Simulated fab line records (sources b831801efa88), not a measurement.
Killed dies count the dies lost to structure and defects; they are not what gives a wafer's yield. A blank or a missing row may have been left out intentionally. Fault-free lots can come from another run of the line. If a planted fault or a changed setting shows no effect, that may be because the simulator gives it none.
Comparing a struck lot with a sound one || flow sky130 || 22 steps out of a route of 708
Sound: the wafers L101.3, L101.4, L101.5. Struck: wafer L112.2. (L112.5 of the same lot was not struck and is left out.) The cause comes at the end.
Order at every step that has rows: each side's tool, ch and its chambers, its first start. Under that, the readings that differ: sound wafers || struck wafers || difference of the means || sigmas: that difference in standard deviations of wafers without a fault.
alike: a reading whose means differ by less than 2 such deviations, as well as words and numbers matching on both sides. not compared: withheld readings; readings where some wafer has no value; bounds like >300 that might hide an equal value; numbers whose values overlap and for which the record gives no deviation.
Wherever a step has rows on one side only, a row that says differs or no value, or a row with sigmas, the two part there. Numbers that have no deviation but don't overlap get no sigmas and don't part them. Lack of a reading on every wafer of one side parts them only where that side has two or more wafers.

first, 1 step without rows for these wafers: SKY_CAPM_DEVELOP_11 (develop time 60 s).
SKY_CAPM_OVL_MEAS_12:
  struck on overlay-01, day 40 19:46; sound on overlay-01, day 37 07:56
  alike: CAPM_OVL
SKY_CAPM_METAL_ETCH_13: etches TiN in Cl2/BCl3, stops on SiO2, target depth 220 nm, time 62.9 s.
  sound on rie_metal-03 ch 0,1, day 37 07:59; struck on rie_metal-02 ch 1, day 40 19:48
{"reading": "bcl3_flow_sccm (sccm)", "sound": "30.09 30.01 30.17", "struck": 29.78, "difference": -0.31, "sigmas": -4}
{"reading": "rf_hours_counter_h (h)", "sound": "- - -", "struck": 15, "difference": "no value on the sound wafers", "sigmas": ""}
{"reading": "throttle_valve_pct (%)", "sound": "21.896 21.901 21.893", "struck": 21.918, "difference": "+0.021", "sigmas": "+2"}
  alike: drypump_motor_current_A, mfc_cl2_sccm, oes_product_au, rf_fwd_power_W
SKY_CAPM_STRIP_14: strips in O2/N2.
  sound on plasma_asher-02 ch 0,1, day 37 08:04; struck on plasma_asher-02 ch 0, day 40 19:53
{"reading": "rf_hours_counter_h (h)", "sound": "- - -", "struck": 108, "difference": "no value on the sound wafers", "sigmas": ""}
  alike: drypump_motor_current_A, oes_product_au, strip_time_to_endpoint_s
then, 8 steps without rows for these wafers: SKY_CAPM_STRIP_15 (strips in post etch residue remover, time 1200 s); SKY_CAPM_CLEAN_16 (cleans in IPA, time 180 s); SKY_CAPM_CLEAN_17 (cleans in O3/DIW); SKY_METAL3_DEHYDRATE_05 (time 60 s); SKY_METAL3_HMDS_06 (prime time 60 s); SKY_METAL3_COAT_07 (resist thk 60 nm); SKY_METAL3_COAT_08 (resist thk 1140 nm); SKY_METAL3_SOFTBAKE_09 (time 90 s).
SKY_METAL3_EXPOSE_10: exposes mask MM3, target cd 300 nm.
  sound on krf_scanner-02 ch 0, day 37 22:25; struck on krf_scanner-02 ch 0, day 41 09:14
{"reading": "exposure_dose_mJ_cm2", "sound": "28.064 28.044 28.049", "struck": 27.966, "difference": -0.086, "sigmas": -3}
  alike: mask
then, 2 steps without rows for these wafers: SKY_METAL3_PEB_11; SKY_METAL3_DEVELOP_12 (develop time 60 s).
SKY_METAL3_CD_MEAS_13: the cd target is 300 nm.
  struck on cd_sem-02, day 41 21:29; sound on cd_sem-01, day 38 10:59
{"reading": "cd_nm (nm)", "sound": "301.3 300.8 301.8", "struck": 178.3, "difference": -123.0, "sigmas": -77}
SKY_METAL3_OVL_MEAS_14:
  struck on overlay-01, day 41 21:36; sound on overlay-02, day 38 11:05
  alike: METAL3_OVL
SKY_METAL3_DESCUM_15: chemistry O2, time 8 s.
  sound on rie_metal-04 ch 0,1, day 38 11:07; struck on rie_metal-04 ch 0, day 41 21:38
{"reading": "model.METAL3.cd_nm (nm)", "sound": "300.5 299.8 300.8", "struck": 177.9, "difference": -122.5, "sigmas": ""}
  alike: drypump_motor_current_A, oes_product_au, rf_fwd_power_W
  not compared: rf_hours_counter_h
SKY_METAL3_ETCH_16: etches BARC in N2/H2, stops on SiO2, time 88.2 s, target depth 60 nm.
  sound on rie_metal-04 ch 0,1, day 38 11:10; struck on rie_metal-04 ch 0, day 41 21:43
  alike: drypump_motor_current_A, oes_product_au, rf_fwd_power_W, throttle_valve_pct
  not compared: rf_hours_counter_h
SKY_METAL3_ETCH_17: etches SiO2 in C4F8/O2/Ar, stops on TiN, time 3.9 s, target depth 15 nm.
  sound on rie_diel-03 ch 0,1,3, day 38 11:14; struck on rie_diel-02 ch 3, day 41 21:53
  alike: oes_product_au, rf_fwd_power_W
  not compared: rf_hours_counter_h
SKY_METAL3_METAL_ETCH_18: etches the open film in Cl2/BCl3, stops on SiO2, target depth 845 nm, time 183.1 s.
  sound on rie_metal-03 ch 0,1, day 38 11:19; struck on rie_metal-01 ch 0, day 41 21:54
{"reading": "rf_hours_counter_h (h)", "sound": "- - -", "struck": 16, "difference": "no value on the sound wafers", "sigmas": ""}
{"reading": "model.METAL3.cd_nm (nm)", "sound": "300 298.6 297.8", "struck": 173.8, "difference": -125.0, "sigmas": ""}
  alike: bcl3_flow_sccm, drypump_motor_current_A, mfc_cl2_sccm, oes_product_au, rf_fwd_power_W, throttle_valve_pct
SKY_METAL3_STRIP_19: strips in O2/N2.
  sound on plasma_asher-02 ch 0,1, day 38 11:28; struck on plasma_asher-01 ch 0, day 41 22:05
{"reading": "rf_hours_counter_h (h)", "sound": "- - -", "struck": 24, "difference": "no value on the sound wafers", "sigmas": ""}
  alike: drypump_motor_current_A, oes_product_au, strip_time_to_endpoint_s

WHERE THEY PART
At SKY_CAPM_METAL_ETCH_13 first; at SKY_METAL3_STRIP_19 last (within this record only).

WHY: whatever the simulator had introduced
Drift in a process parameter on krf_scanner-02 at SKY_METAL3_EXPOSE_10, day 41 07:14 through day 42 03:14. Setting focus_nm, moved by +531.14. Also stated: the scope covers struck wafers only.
